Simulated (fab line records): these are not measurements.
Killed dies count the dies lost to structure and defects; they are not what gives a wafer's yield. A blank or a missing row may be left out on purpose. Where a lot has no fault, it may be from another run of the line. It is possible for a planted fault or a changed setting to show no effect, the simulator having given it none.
Struck lot and sound lot, side by side    flow sky130    18 out of 708 route steps
Sound: wafers L690.1, L690.3, L690.4. The struck wafers were L694.1, L694.2, L694.3. The cause comes at the end.
Per side, at each step with rows, come the tool, then ch with its chambers, and then its first start. Under that, the readings that differ: sound wafers    struck wafers    difference of the means    sigmas: that difference in standard deviations of wafers without a fault.
alike: words and numbers the same on both sides, and readings whose means are apart by under 2 such deviations; not compared: readings that were withheld, readings missing a value for some wafer, numbers with overlapping values and no deviation given by the record, and bounds like >300 which may hide the same value.
Wherever a step has rows on one side only, a row that says differs or no value, or a row with sigmas, the two part there. Numbers that have no deviation but don't overlap get no sigmas and don't part them. Lack of a reading on every wafer of one side parts them only where that side has two or more wafers.

first, 3 steps without rows for these wafers: SKY_VT_ADJUST_HVTP_EXPOSE_04 (exposes mask HVTPM, target cd 380 nm); SKY_VT_ADJUST_HVTP_PEB_05; SKY_VT_ADJUST_HVTP_DEVELOP_06 (develop time 60 s).
SKY_VT_ADJUST_HVTP_CD_MEAS_07: the cd target is 380 nm.
  struck on cd sem-02, day 7 07:35; sound on cd sem-01, day 6 10:05
  alike: cd nm
SKY_VT_ADJUST_HVTP_OVL_MEAS_08:
  struck on overlay-02, day 7 07:43; sound on overlay-01, day 6 10:13
  alike: VT_ADJUST_HVTP_OVL
then, 1 step without rows for these wafers: SKY_VT_ADJUST_HVTP_IMPLANT_09.
SKY_VT_ADJUST_HVTP_STRIP_10: strips in O2/N2.
  sound on plasma asher-02 ch 0,1, day 6 10:24; struck on plasma asher-02 ch 0,1, day 7 07:54
  alike: chamber pressure mTorr, drypump motor current A, oes product au, strip time to endpoint s
  not compared: rf hours counter h
SKY_VT_ADJUST_HVTP_TW_MEAS_11:
  struck on film metro-01, day 7 08:00; sound on film metro-03, day 6 10:30
reading            sound           struck          difference  sigmas
VT_ADJUST_HVTP_TW  1336 1344 1338  1383 1372 1375  +37         +2
then, 4 steps without rows for these wafers: SKY_VT_ADJUST_LVTN_DEHYDRATE_00 (time 60 s); SKY_VT_ADJUST_LVTN_HMDS_01 (prime time 60 s); SKY_VT_ADJUST_LVTN_COAT_02 (resist thk 3000 nm); SKY_VT_ADJUST_LVTN_SOFTBAKE_03.
SKY_VT_ADJUST_LVTN_EXPOSE_04: exposes mask NWM COMPLEMENT LESS NATIVE, target cd 840 nm.
  sound on iline stepper-02 ch 0, day 6 20:13; struck on iline stepper-02 ch 0, day 7 18:32
reading                                 sound              struck             difference  sigmas
model.VT_ADJUST_LVTN.overlay x nm (nm)  0.971 0.971 0.971  180.5 180.5 180.5  +179.5      
  alike: mask
then, 2 steps without rows for these wafers: SKY_VT_ADJUST_LVTN_PEB_05; SKY_VT_ADJUST_LVTN_DEVELOP_06 (develop time 60 s).
SKY_VT_ADJUST_LVTN_OVL_MEAS_07:
  struck on overlay-01, day 8 04:14; sound on overlay-02, day 7 05:29
reading                  sound        struck             difference  sigmas
VT_ADJUST_LVTN_OVL (nm)  1.1 1.7 2.1  180.6 181.8 181.8  +179.8      +99 or more
then, 1 step without rows for these wafers: SKY_VT_ADJUST_LVTN_IMPLANT_08.
-- a jump in the record: the struck wafers' starts before and after are 39 days apart (it breaks off in module VT_ADJUST_LVTN and resumes in module PAD_OPEN, where the first step shown is number 708 of the route) --
SKY_PAD_OPEN_PROBE_99:
  struck on prober-02, day 46 23:46; sound on prober-02, day 46 06:50
reading                                     sound                 struck                difference  sigmas
model.etest.sram pfet latch.off log10 a um  -12.76 -12.53 -12.34  -12.12 -11.82 -12.12  +0.52       
  alike: killed_at_M0_to_M3, killed_at_M4_up, killed at contacts, killed at front end, killed at other, killed dies, killed on rim, killed open, killed short

== WHERE THEY PART ==
First at SKY_VT_ADJUST_HVTP_TW_MEAS_11; last, within this record, at SKY_VT_ADJUST_LVTN_OVL_MEAS_07. Later steps at which nothing parts them and some readings are alike: SKY_PAD_OPEN_PROBE_99.

WHY: what had been put in by the simulator
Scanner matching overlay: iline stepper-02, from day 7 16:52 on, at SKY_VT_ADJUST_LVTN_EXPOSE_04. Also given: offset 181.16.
